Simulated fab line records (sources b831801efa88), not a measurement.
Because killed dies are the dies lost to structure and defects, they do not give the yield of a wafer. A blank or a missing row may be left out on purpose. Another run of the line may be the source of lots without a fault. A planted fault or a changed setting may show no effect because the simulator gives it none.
One fault through the eyes of 2 desks / flow gf180mcu / numbers are kept per desk, each desk with only its own; the story behind them comes last

## DESK OF THE TOOL OWNER: rie si-01
The tool's own readings at GF_STI_ETCH_14 (etches Si in HBr/Cl2/O2, target depth 360 nm, time 102.9 s): means of the sampled wafers that have a number, for each lot that ran on this tool. The brackets show how far a lot's mean lies from the usual mean; more than 4 standard deviations puts the lot out of limits, marked OUT.
Columns: A = drypump motor current A at GF_STI_ETCH_14, usual 5.7 A; B = oes product au at GF_STI_ETCH_14, usual 0.997 a.u.; C = run length s at GF_STI_ETCH_14, usual 131.3 s; D = throttle valve pct at GF_STI_ETCH_14, usual 25.660 %
lot=L975; first seen here=day 2 23:37; A=5.8; B=1.009; C=131.3; D=25.656
lot=L977; first seen here=day 3 08:35; A=6.0; B=1.009; C=131.6; D=25.658
lot=L978; first seen here=day 3 16:37; A=6.1; B=0.997; C=124.9 (-12) OUT; D=25.659
lot=L980; first seen here=day 4 01:31; A=5.7; B=1.006; C=126.4 (-9.1) OUT; D=25.649
lot=L984; first seen here=day 4 21:01; A=5.8; B=1.001; C=128.1 (-6.0) OUT; D=25.655
This desk's finding: out of limits on L978, L980, L984; first on L978, day 3 16:37 (run length s at GF_STI_ETCH_14). In limits: L975, L977.

## METROLOGY DESK
Lot by lot, what the gauges showed, no matter which tool ran the lot: averages of those sampled wafers that carry a number. The brackets show how far a lot's mean lies from the usual mean; more than 4 standard deviations puts the lot out of limits, marked OUT.
Columns: A = DNWELL_TW at GF_DNWELL_TW_MEAS_09, usual 1353
lot=L972; first seen here=day 3 00:07; A=1343
lot=L975; first seen here=day 3 20:16; A=1358
lot=L976; first seen here=day 4 00:41; A=1364
lot=L977; first seen here=day 4 02:36; A=1355
lot=L978; first seen here=day 4 11:11; A=1358
lot=L979; first seen here=day 4 14:19; A=1345
lot=L980; first seen here=day 4 19:22; A=1349
lot=L984; first seen here=day 5 14:45; A=1356
lot=L987; first seen here=day 6 08:10; A=1344
lot=L989; first seen here=day 7 02:44; A=1349
lot=L990; first seen here=day 7 09:26; A=1355
lot=L992; first seen here=day 7 14:41; A=1345
lot=L994; first seen here=day 8 01:58; A=1363
Finding of this desk: none of the 13 lots has anything out of limits.

## ALL TOGETHER
The tool owner's desk had the chance to raise an alarm at day 3 16:37 on L978, L980, L984.
The metrology desk saw nothing out of limits.
The metrology desk holds a record of L978, L980, L984, inside its limits.
GF_STI_ETCH_14 was run on rie si-01 by each of the lots named.

## WHAT THE SIMULATOR HAD INSERTED
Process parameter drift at GF_STI_ETCH_14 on rie si-01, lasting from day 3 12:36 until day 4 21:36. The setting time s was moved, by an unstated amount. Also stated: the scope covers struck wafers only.
Struck lots among those shown: L978, L980, L984.
Delay in hours, fault start to first out-of-limits reading, by desk: the tool owner's desk at 4.
